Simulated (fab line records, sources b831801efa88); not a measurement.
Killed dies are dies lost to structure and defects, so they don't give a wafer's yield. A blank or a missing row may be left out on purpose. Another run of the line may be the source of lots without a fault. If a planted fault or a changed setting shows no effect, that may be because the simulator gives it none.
fab line records | flow sky130
record: lots: 6 wafers: 18 last-day: 50
route steps=708 shown LI_CONTACT@364 PAD_OPEN@708
lots that met no fault: taken from a fault-free run of the same line
start-h: hours from the record's opening day to when the first of the lot's shown wafers began | wait-h: hours since the lot's step before | " as in the row above | L1.1+2: several wafers, shown together as one row | - either no value or no given start | * or withheld: withheld | < > ~ a bound
route shown NAME@n: names a module that has steps shown in the file, with the first one's number in the route | usual: mean/standard deviation of fault-free wafers | same: alike in all rows | chamber/n: place in a boat | sites: readings site by site | _std_site: the standard deviation of these | _edge_site: outer sites' mean less inner sites' | radius-mm: for every site, how far away it sits from the centre of the wafer | mask NAME#n: copy n | behind: the most recent tool/chamber to have shaped the wafer | hold: why the lot went on hold/how many hours it stayed there/how the hold came to an end | device: names the non-switching transistor (n, p or np) | end of line: the route-end tests of the same wafers | where a step has no rows: the recipe by itself | killed: dies lost to structure and defects at the first sort, not the wafer's yield | map: dies across one wafer; x = killed, . = not, _ = none there
set.NAME: the setting that was run; set.NAME@STEP: the one run at that earlier step | model.NAME: the simulator's own value behind a step, which no gauge read
certain route steps with their lots: each step a table, each wafer a row
services: the hour from which a tool's chamber was out of use, counted from the record's first day as start-h (under 0 if before that day), plus the number of hours and why
== steps ==
step: SKY_LI_CONTACT_CMP_02
recipe: material: PSG down-force-psi: 4 platen-rpm: 60 pad-velocity-m-s: 0.94248
usual: motor-current-A: 12.5/1.5 time-to-endpoint-s: 30.9/2.3
columns lot.wafer tool chamber start-h wait-h motor-current-A time-to-endpoint-s
L845.2 cmp-02 0 666.56 0.0 12.2 29.8
L845.4 " 1 " " 13.7 25.0
L845.1 " 2 " " 13.0 29.9
L846.1 cmp-02 1 680.29 0.1 13.1 27.9
L846.2 " 3 " " 13.5 32.3
L846.6 " 2 " " 12.6 34.6
L850.4 cmp-02 3 705.86 0.1 13.8 30.1
L850.3 " 0 " " 12.2 33.0
L850.6 " 3 " " 14.4 32.3
L861.1 cmp-02 3 797.93 0.1 14.5 30.8
L861.4 " 0 " " 11.5 32.6
L861.2 " 1 " " 13.1 25.2
L865.2 cmp-01 2 816.79 0.0 13.2 31.6
L865.4 " 1 " " 9.5 30.8
L865.6 " 2 " " 13.5 29.5
L866.4 cmp-02 2 831.08 0.0 12.5 31.3
L866.3 " 3 " " 13.4 28.9
L866.6 " 3 " " 12.7 33.7
step: SKY_LI_CONTACT_BOW_MEAS_03
recipe: mode: bow
usual: LI_CONTACT_BOW: 57/7.3
columns lot.wafer tool chamber start-h wait-h LI_CONTACT_BOW[um]
L845.1 film-metro-02 - 666.86 0.1 51
L845.2 " - " " 46
L845.4 " - " " 69
L846.1 film-metro-03 - 680.59 0.2 52
L846.2 " - " " 54
L846.6 " - " " 50
L850.3 film-metro-02 - 706.15 0.2 52
L850.4 " - " " 54
L850.6 " - " " 53
L861.1 film-metro-02 - 798.23 0.2 50
L861.2 " - " " 68
L861.4 " - " " 63
L865.2 film-metro-03 - 817.11 0.3 58
L865.4 " - " " 54
L865.6 " - " " 71
L866.3 film-metro-03 - 831.42 0.2 64
L866.4 " - " " 57
L866.6 " - " " 55
step: SKY_LI_CONTACT_DEHYDRATE_04
recipe: temp-c: 200 time-s: 60
step: SKY_LI_CONTACT_HMDS_05
recipe: prime-time-s: 60 prime-temp-c: 120
step: SKY_LI_CONTACT_COAT_06
recipe: resist: BARC temp-c: withheld time-s: withheld spin-rpm: 3000 resist-thk-nm: 60
step: SKY_LI_CONTACT_COAT_07
recipe: resist: KrF-thick spin-rpm: 3000 resist-thk-nm: 450
step: SKY_LI_CONTACT_SOFTBAKE_08
recipe: temp-c: 100 time-s: 90 resist: KrF-thick
step: SKY_LI_CONTACT_EXPOSE_09
recipe: mask-id: LICM1 na: 0.8 source-shape: annular sigma-inner: 0.55 sigma-outer: 0.85 target-cd-nm: 170 dose-mj: 38
step: SKY_LI_CONTACT_PEB_10
recipe: peb-temp-c: withheld peb-time-s: withheld resist: KrF-thick
step: SKY_LI_CONTACT_DEVELOP_11
recipe: develop-time-s: 60 resist: KrF-thick dev-temp-c: 21
step: SKY_LI_CONTACT_CD_MEAS_12
recipe: target-cd-nm: 170
usual: cd-nm: 170.2/1.6
columns lot.wafer tool chamber start-h wait-h cd-nm
L845.1 cd-sem-02 - 694.29 - 169.7
L845.2 " - " " 170.0
L845.4 " - " " 170.2
L846.1 cd-sem-01 - 708.69 - 169.4
L846.2 " - " " 169.9
L846.6 " - " " 169.4
L850.3 cd-sem-01 - 733.63 - 170.8
L850.4 " - " " 169.8
L850.6 " - " " 170.8
L861.1 cd-sem-02 - 824.65 - 169.8
L861.2 " - " " 168.6
L861.4 " - " " 169.8
L865.2 cd-sem-01 - 843.72 - 169.4
L865.4 " - " " 170.9
L865.6 " - " " 171.9
L866.3 cd-sem-02 - 857.39 - 166.4
L866.4 " - " " 166.5
L866.6 " - " " 168.6
step: SKY_LI_CONTACT_OVL_MEAS_13
usual: LI_CONTACT_OVL: 3/5.1
columns lot.wafer tool chamber start-h wait-h LI_CONTACT_OVL[nm]
L845.1 overlay-02 - 694.41 0.1 4
L845.2 " - " " 9
L845.4 " - " " 8
L846.1 overlay-02 - 708.81 0.1 12
L846.2 " - " " 6
L846.6 " - " " 6
L850.3 overlay-02 - 733.73 0.1 2
L850.4 " - " " -1
L850.6 " - " " -1
L861.1 overlay-02 - 824.77 0.1 11
L861.2 " - " " 0
L861.4 " - " " 1
L865.2 overlay-02 - 843.83 0.1 -4
L865.4 " - " " -5
L865.6 " - " " -4
L866.3 overlay-02 - 857.48 0.1 2
L866.4 " - " " -4
L866.6 " - " " -3
step: SKY_LI_CONTACT_ETCH_14
recipe: chemistry: N2/H2 target: BARC ion-energy-ev: 200 source-w: 500 bias-w: 100 pressure-mtorr: 30 n2-flow-sccm: 100 h2-flow-sccm: 200 stop-on: SiO2 time-s: 45.9 target-depth-a: 600
usual: drypump-motor-current-A: 5.6/0.48 oes-product-au: 0.854/0.0049 run-length-s: 74.2/0.41 throttle-valve-pct: 13.225/0.0099
columns lot.wafer tool chamber start-h wait-h drypump-motor-current-A oes-product-au rf-hours-counter-h run-length-s throttle-valve-pct model.etch.depth-nm model.KrF-thick_of_LI_CONTACT_COAT_07.thk-nm model.LI_CONTACT.cd-nm
L845.1 rie-diel-03 1 694.45 0.0 5.9 0.855 18 74.3 13.225 59.88 395.1 170
L845.2 " 2 " " 4.9 0.854 0 74.0 13.221 60.03 393.4 169.6
L845.4 " 3 " " 6.0 0.845 4 73.4 13.224 59.84 393.2 170.6
L846.1 rie-diel-04 1 708.85 0.0 5.6 0.857 7 74.2 13.228 59.89 394.6 169
L846.2 " 0 " " 4.8 0.851 12 73.9 13.225 59.79 393.8 169.4
L846.6 " 0 " " 4.8 0.851 - 73.5 13.229 59.78 393.7 170.3
L850.3 rie-diel-02 1 733.75 0.0 5.4 0.859 69 75.2 13.210 59.98 392 170.4
L850.4 " 2 " " 5.7 0.848 - 75.0 13.215 59.82 395.3 168.4
L850.6 " 3 " " 5.1 0.857 - 74.6 13.227 59.93 393.5 171.3
L861.1 rie-diel-03 0 824.80 0.0 5.8 0.856 5 73.6 13.244 60.06 388 169.1
L861.2 " 3 " " 6.0 0.848 7 73.5 13.216 60.06 390.2 168.7
L861.4 " 0 " " 5.8 1.009 - 42.3 13.224 25.4 419.5 163.3
L865.2 rie-diel-03 3 843.86 0.0 6.0 0.857 8 73.7 13.222 60.16 389.8 170
L865.4 " 1 " " 5.9 1.012 22 43.1 13.225 25.3 419.7 165.4
L865.6 " 2 " " 4.9 0.859 - 74.3 13.223 60.06 390.5 171.3
L866.3 rie-diel-02 3 857.50 0.0 5.1 0.860 19 74.5 13.230 60.04 393.7 167.7
L866.4 " 1 " " 5.4 0.855 1 74.5 13.217 59.87 392 166.3
L866.6 " 3 " " 5.1 0.849 - 74.7 13.224 60.06 392.6 169.2
step: SKY_LI_CONTACT_ETCH_15
recipe: target: PSG chemistry: C4F8/O2/Ar stop-on: Si taper-deg: 4.15 mask-material: KrF-thick source-w: 1500 bias-w: 1200 pressure-mtorr: 40 c4f8-flow-sccm: withheld O2_flow_sccm: 6 Ar_flow_sccm: 300 time-s: withheld target-depth-a: 6000
usual: oes-product-au: 0.836/0.0046
columns lot.wafer tool chamber start-h wait-h oes-product-au model.KrF-thick_of_LI_CONTACT_COAT_07.thk-nm model.LI_CONTACT.cd-nm
L845.1 rie-diel-03 1 694.49 0.0 0.833 231.1 170.2
L845.2 " 2 " " 0.836 230.2 169.8
L845.4 " 3 " " 0.835 227.3 170
L846.1 rie-diel-04 1 708.89 0.0 0.835 230.6 169.7
L846.2 " 0 " " 0.837 234 169.7
L846.6 " 0 " " 0.844 232.8 170.6
L850.3 rie-diel-02 1 733.79 0.0 0.837 225.6 170.4
L850.4 " 2 " " 0.832 235.6 168.5
L850.6 " 3 " " 0.835 232.3 171.5
L861.1 rie-diel-03 0 824.84 0.0 0.843 222 168.4
L861.2 " 3 " " 0.835 229.6 168.4
L861.4 " 0 " " 0.835 255.4 163
L865.2 rie-diel-03 3 843.90 0.0 0.842 227.9 169.5
L865.4 " 1 " " 0.840 256.5 165.5
L865.6 " 2 " " 0.834 226.8 171.5
L866.3 rie-diel-02 3 857.54 0.0 0.840 231.1 167.9
L866.4 " 1 " " 0.840 228.6 166.7
L866.6 " 3 " " 0.837 231.4 169.2
step: SKY_LI_CONTACT_STRIP_16
recipe: chemistry: O2/N2 power-w: 1400 pressure-mtorr: 1500 platen-temp-c: withheld o2-flow-sccm: 3000 n2-flow-sccm: 300 overash-fraction: 0.5
usual: drypump-motor-current-A: 5.9/0.39 oes-product-au: 0.375/0.0049 strip-time-to-endpoint-s: 3.48/0.041
columns lot.wafer tool chamber start-h wait-h drypump-motor-current-A oes-product-au rf-hours-counter-h strip-time-to-endpoint-s
L845.1 plasma-asher-03 1 694.58 - 6.3 0.368 102 3.50
L845.2 " 0 " " 5.4 0.366 102 3.48
L845.4 " 0 " " 5.4 0.370 - 3.46
L846.1 plasma-asher-03 1 708.98 - 6.3 0.378 103 3.48
L846.2 " 0 " " 5.4 0.375 103 3.53
L846.6 " 1 " " 6.4 0.378 - 3.51
L850.3 plasma-asher-02 1 733.91 - 5.7 0.368 - 3.41
L850.4 " 0 " " 6.5 0.379 - 3.54
L850.6 " 1 " " 5.8 0.378 - 3.50
L861.1 plasma-asher-03 1 824.93 - 6.4 0.373 10 3.40
L861.2 " 0 " " 5.4 0.373 10 3.47
L861.4 " 1 " " 6.4 0.390 - 3.76
L865.2 plasma-asher-02 1 843.99 - 5.8 0.377 35 3.46
L865.4 " 0 " " 6.6 0.394 - 3.76
L865.6 " 0 " " 6.6 0.383 - 3.45
L866.3 plasma-asher-03 0 857.66 - 5.4 0.372 - 3.48
L866.4 " 1 " " 6.4 0.370 - 3.45
L866.6 " 1 " " 6.4 0.376 - 3.50
step: SKY_LI_CONTACT_CLEAN_17
recipe: chemistry: NMP time-s: 600 temp-c: 60 dry: n2-spin
step: SKY_PAD_OPEN_PROBE_99
usual: killed_at_M0_to_M3: 43/7.7 killed_at_M4_up: 3.1/1.7 killed-at-contacts: 23/4.8 killed-at-front-end: 15/4.5 killed-at-other: 0.3/0.58 killed-dies: 85/10 killed-open: 46/7.5 killed-short: 38/6.5
same: gross-dies: 492 killed-at-back-side: 0
columns lot.wafer tool chamber start-h wait-h killed_at_M0_to_M3 killed_at_M4_up killed-at-contacts killed-at-front-end killed-at-other killed-dies killed-open killed-short model.etest.licon-pdiff.rc-ohm model.etest.pfet_01v8.r-on-ohm-um model.etest.pfet-g5v0d10v5.r-on-ohm-um model.etest.nfet-g5v0d10v5.r-on-ohm-um model.etest.licon-high-po.rc-ohm model.etest.nfet_01v8.r-on-ohm-um model.etest.licon-ndiff.rc-ohm model.etest.sonos-uncharged.r-on-ohm-um
L845.1 prober-01 - 1087.69 0.1 42 5 21 10 0 78 47 31 583.8 2887 4705 1842 343.9 825 181.9 798.6
L845.2 prober-01 - 1087.74 0.1 42 0 26 18 0 86 46 40 598.9 3042 4804 1888 343.1 859.3 185.2 843.3
L845.4 prober-01 - 1087.84 0.2 44 4 29 12 0 89 52 36 552.5 3006 4756 1871 343.2 853.3 184.6 826.7
L846.1 prober-01 - 1105.97 0.1 41 2 29 8 0 80 45 35 584.9 2921 4872 1924 357.5 850.1 178.4 809.2
L846.2 prober-01 - 1106.02 0.1 40 2 23 11 0 76 42 33 586.3 2889 4817 1922 360.3 842.3 182.9 811.1
L846.6 prober-01 - 1106.22 0.2 40 2 24 8 0 74 38 34 577.9 2830 4791 1906 358.1 835.3 177.4 803.7
L850.3 prober-02 - 1116.79 0.2 56 7 25 20 0 108 71 36 560.1 2967 4785 1879 340.8 851.3 183.8 824.1
L850.4 prober-02 - 1116.84 0.2 47 5 26 10 0 88 49 38 569.1 2932 4683 1867 337.1 847.4 185.8 815
L850.6 prober-02 - 1116.94 0.2 35 1 25 15 0 76 39 35 585.7 2878 4685 1852 346.7 838.1 181.4 803.3
L861.1 prober-02 - 1182.95 0.1 44 4 21 20 1 90 50 40 599.3 2969 4803 1867 316.1 847 179.5 805.8
L861.2 prober-02 - 1183.00 0.1 34 3 21 10 0 68 37 31 598.3 2970 4748 1873 346.7 825.5 194 825.4
L861.4 prober-02 - 1183.10 0.2 46 2 22 17 1 88 47 41 692.6 3078 4912 1921 389.4 888.8 224.5 866.5
L865.2 prober-02 - 1193.67 0.1 41 6 29 8 0 84 52 32 593.8 2810 4719 1891 364.5 826.4 185.7 800.6
L865.4 prober-02 - 1193.77 0.2 36 5 34 21 0 96 47 49 701.5 2932 4771 1939 384.6 857.6 234 853.3
L865.6 prober-02 - 1193.87 0.2 59 6 22 10 1 98 53 44 577.4 2737 4655 1873 365.2 799.9 180 792.6
L866.3 prober-01 - 1199.30 0.2 39 2 22 11 0 74 32 38 601 2992 4848 1902 348.9 837.7 181.4 803.2
L866.4 prober-01 - 1199.35 0.2 34 3 28 15 1 81 47 31 584.6 2996 4819 1890 338 831.9 189 812.9
L866.6 prober-01 - 1199.45 0.2 42 1 27 20 0 90 54 34 597.8 2987 4802 1881 334.8 822.8 179.8 807.6
killed by level:class
L845.1 VIA1:geometric-particle:open=11 LI_CONTACT:geometric-particle:open=7 CONTACT:geometric-particle:open=6 METAL2:geometric-particle:short=5 VIA3:geometric-particle:open=5 VIA2:geometric-particle:open=5 VIA1:geometric-particle:short=4 FIELD_ISO:geometric-particle:short=3
L845.2 CONTACT:geometric-particle:open=11 VIA1:geometric-particle:open=10 VIA1:geometric-particle:short=7 METAL2:geometric-particle:short=6 VIA3:geometric-particle:open=6 POLY_GATE:geometric-particle:open=5 LI_CONTACT:geometric-particle:open=5 CONTACT:geometric-particle:short=5
L845.4 CONTACT:geometric-particle:open=13 VIA1:geometric-particle:open=9 VIA2:geometric-particle:open=9 LI_CONTACT:geometric-particle:open=5 CONTACT:geometric-particle:short=5 METAL1:geometric-particle:short=5 VIA1:geometric-particle:short=5 VIA3:geometric-particle:short=5
L846.1 CONTACT:geometric-particle:open=9 VIA1:geometric-particle:open=8 CONTACT:geometric-particle:short=6 LI_CONTACT:geometric-particle:open=6 VIA3:geometric-particle:open=6 VIA2:geometric-particle:short=6 LOCAL_INTERCONNECT:geometric-particle:short=4 METAL1:geometric-particle:short=4
L846.2 CONTACT:geometric-particle:open=10 METAL2:geometric-particle:short=9 VIA3:geometric-particle:open=6 LI_CONTACT:geometric-particle:open=6 VIA2:geometric-particle:open=6 VIA1:geometric-particle:open=6 VIA1:geometric-particle:short=5 FIELD_ISO:geometric-particle:short=4
L846.6 VIA1:geometric-particle:open=16 LOCAL_INTERCONNECT:geometric-particle:short=7 LI_CONTACT:geometric-particle:open=6 LOCAL_INTERCONNECT:geometric-particle:open=4 METAL1:geometric-particle:short=4 VIA1:geometric-particle:short=4 VIA3:geometric-particle:open=3 LI_CONTACT:geometric-particle:short=3
L850.3 VIA2:geometric-particle:open=11 CONTACT:geometric-particle:open=10 LI_CONTACT:geometric-particle:open=9 VIA1:geometric-particle:open=9 METAL2:geometric-particle:short=9 VIA3:geometric-particle:open=9 FIELD_ISO:geometric-particle:open=6 POLY_GATE:geometric-particle:open=4
L850.4 CONTACT:geometric-particle:open=13 VIA1:geometric-particle:open=12 METAL2:geometric-particle:short=8 VIA3:geometric-particle:open=6 VIA2:geometric-particle:open=5 CONTACT:geometric-particle:short=4 LOCAL_INTERCONNECT:geometric-particle:short=4 VIA2:geometric-particle:short=4
L850.6 LI_CONTACT:geometric-particle:open=10 VIA1:geometric-particle:open=8 CONTACT:geometric-particle:open=7 METAL2:geometric-particle:short=6 CONTACT:geometric-particle:short=5 METAL1:geometric-particle:short=5 VIA3:geometric-particle:short=5 FIELD_ISO:geometric-particle:short=4
L861.1 VIA1:geometric-particle:open=12 CONTACT:geometric-particle:open=7 VIA3:geometric-particle:open=7 VIA2:geometric-particle:open=7 METAL1:geometric-particle:short=6 FIELD_ISO:geometric-particle:open=5 POLY_GATE:geometric-particle:short=5 LI_CONTACT:geometric-particle:open=5
L861.2 CONTACT:geometric-particle:open=6 VIA1:geometric-particle:open=6 METAL2:geometric-particle:short=6 LOCAL_INTERCONNECT:geometric-particle:short=5 VIA3:geometric-particle:open=5 LI_CONTACT:geometric-particle:open=4 CONTACT:geometric-particle:short=4 METAL1:geometric-particle:open=4
L861.4 CONTACT:geometric-particle:open=9 LI_CONTACT:geometric-particle:open=8 METAL1:geometric-particle:short=7 VIA1:geometric-particle:open=7 VIA1:geometric-particle:short=6 FIELD_ISO:geometric-particle:open=5 VIA2:geometric-particle:open=5 VIA2:geometric-particle:short=5
L865.2 LI_CONTACT:geometric-particle:open=14 CONTACT:geometric-particle:open=8 METAL2:geometric-particle:short=8 VIA2:geometric-particle:open=8 VIA1:geometric-particle:open=6 VIA3:geometric-particle:open=4 CONTACT:geometric-particle:short=4 METAL1:geometric-particle:short=4
L865.4 LI_CONTACT:geometric-particle:open=10 CONTACT:geometric-particle:short=10 METAL2:geometric-particle:short=9 VIA1:geometric-particle:open=7 FIELD_ISO:geometric-particle:short=6 CONTACT:geometric-particle:open=6 VIA2:geometric-particle:open=6 FIELD_ISO:geometric-particle:open=5
L865.6 VIA1:geometric-particle:open=13 CONTACT:geometric-particle:open=10 METAL2:geometric-particle:short=10 VIA2:geometric-particle:open=9 VIA3:geometric-particle:open=7 LI_CONTACT:geometric-particle:open=6 METAL4:geometric-particle:short=5 VIA2:geometric-particle:short=4
L866.3 VIA1:geometric-particle:open=10 METAL1:geometric-particle:short=8 LI_CONTACT:geometric-particle:open=6 METAL3:geometric-particle:short=5 CONTACT:geometric-particle:open=5 LOCAL_INTERCONNECT:geometric-particle:short=4 FIELD_ISO:geometric-particle:short=3 CONTACT:geometric-particle:short=3
L866.4 VIA1:geometric-particle:open=11 LI_CONTACT:geometric-particle:open=10 CONTACT:geometric-particle:open=9 METAL1:geometric-particle:short=6 LOCAL_INTERCONNECT:geometric-particle:short=5 FIELD_ISO:geometric-particle:open=4 FIELD_ISO:geometric-particle:short=3 VIA3:geometric-particle:short=3
L866.6 CONTACT:geometric-particle:open=11 VIA1:geometric-particle:open=10 FIELD_ISO:geometric-particle:open=8 LOCAL_INTERCONNECT:geometric-particle:short=6 METAL1:geometric-particle:short=6 VIA2:geometric-particle:open=6 FIELD_ISO:geometric-particle:short=5 CONTACT:geometric-particle:short=5
== services ==
columns tool chamber start-h hours kind
cmp-01 - 643.44 5.8 pm
rie-diel-02 0 645.13 132.0 repair
rie-diel-02 2 653.38 5.6 repair
cmp-01 - 667.76 0.4 repair
rie-diel-04 1 668.75 7.0 repair
rie-diel-02 3 669.21 1.9 repair
cmp-01 - 676.05 0.6 repair
rie-diel-03 - 678.53 0.4 repair
cmp-01 - 680.53 0.2 repair
cmp-01 - 681.30 2.6 repair
rie-diel-03 0 695.91 18.8 repair
cmp-01 - 706.03 0.3 repair
plasma-asher-03 - 733.75 9.0 pm
plasma-asher-02 - 741.02 45.4 pm
cmp-02 - 754.58 13.4 pm
rie-diel-04 0 759.84 5.6 repair
rie-diel-02 1 777.06 2.8 repair
cmp-02 - 779.32 2.6 repair
rie-diel-03 1 822.14 2.9 repair
rie-diel-02 - 829.29 2.8 pm
rie-diel-03 1 830.01 5.3 repair
plasma-asher-02 - 837.87 0.9 repair
rie-diel-03 - 847.79 1.0 repair
rie-diel-02 1 848.22 6.2 repair
== key ==
first-sign: step: SKY_LI_CONTACT_ETCH_14 reading: run-length-s direction: down sigmas: 77 usual: * struck: *
effect: step: SKY_LI_CONTACT_ETCH_14 reading: oes-product-au direction: up sigmas: 32 usual: 0.854 struck: 1.011
effect: step: SKY_LI_CONTACT_STRIP_16 reading: strip-time-to-endpoint-s direction: up sigmas: 6.8 usual: * struck: *
model-effect: step: SKY_LI_CONTACT_ETCH_14 value: etch.depth-nm without: 60.12 struck: 25.35
model-effect: step: SKY_LI_CONTACT_ETCH_15 value: KrF-thick_of_LI_CONTACT_COAT_07.thk-nm without: 226 struck: 255.9
model-effect: step: SKY_PAD_OPEN_PROBE_99 value: etest.licon-pdiff.rc-ohm without: 575 struck: 697
met-at SKY_LI_CONTACT_ETCH_14
struck-wafers L861.4,L865.4
tester-left-out L861,L865
onset-between 694.45 824.80
fault: kind: process-parameter-drift tool: rie-diel-03 chamber: - onset-h: 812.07 steps: SKY_LI_CONTACT_ETCH_14 channel: time-s offset: * shape: step end-h: 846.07 scope: struck-wafers-only acts-in: * stated: *
tester-left-out: of these lots the tester's yield and bins aren't shown, on N5 and GAA mostly nor the transistor test; their killed dies are dies lost to structure and defects alone, not to doping, threshold or leakage, so they don't give the yield
